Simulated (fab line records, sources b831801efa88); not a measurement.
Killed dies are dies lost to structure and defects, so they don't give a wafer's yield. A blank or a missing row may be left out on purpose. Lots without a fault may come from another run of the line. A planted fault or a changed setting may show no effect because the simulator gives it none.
Which tool did it? | flow gf180mcu | 12 lots, 36 wafers sampled, at 1 step of a route of 602

WHAT THE GAUGES READ, wafer by wafer
GF_SAB_OVL_MEAS_10.
lot  | measured     | on         | SAB_OVL (nm)
L075 | day 14 13:52 | overlay-01 | -0.5 -0.3 0.1
L077 | day 15 09:18 | overlay-02 | 1.4 -1.2 2.2
L079 | day 15 23:40 | overlay-02 | 0.1 0.7 0.6
L081 | day 18 20:58 | overlay-02 | -0.2 0.6 -0.9
L084 | day 18 23:49 | overlay-01 | -0.5 0.0 1.4
L085 | day 19 06:02 | overlay-01 | -2.4 -0.9 -0.9
L087 | day 19 21:37 | overlay-01 | 2.2 0.4 1.5
L089 | day 20 21:28 | overlay-01 | 0.0 1.3 0.5
L091 | day 21 16:22 | overlay-01 | 1.7 2.4 2.6
L094 | day 22 20:38 | overlay-02 | -1.4 -1.9 -0.7
L095 | day 23 05:34 | overlay-02 | 0.5 1.7 0.5
L096 | day 23 19:09 | overlay-02 | 3.0 1.4 1.6

WHICH TOOL RAN EACH LOT (tool, then ch and the chambers of the sampled wafers, then the start)
The record holds no process step before these readings.

THE ANSWER, worked out from the rows above alone
Rule: what is usual is taken from the lots themselves. Put in order of their means at a reading, lots are off if they are a third of the lots or fewer, leave a main group of 4 or more, and stand apart from it by a gap of 3 or more times the standard deviation of the main group's means; of several such gaps the widest counts. A main group whose means are all the same, to the digits that the tables above print for the reading, isn't used. A lot without any number at a reading at which 4 lots or more have one is off too. The other lots that the step has rows for count as sound.
No lot is off at any reading shown: from this, nothing can be told.

WHAT THE SIMULATOR HAD PUT IN
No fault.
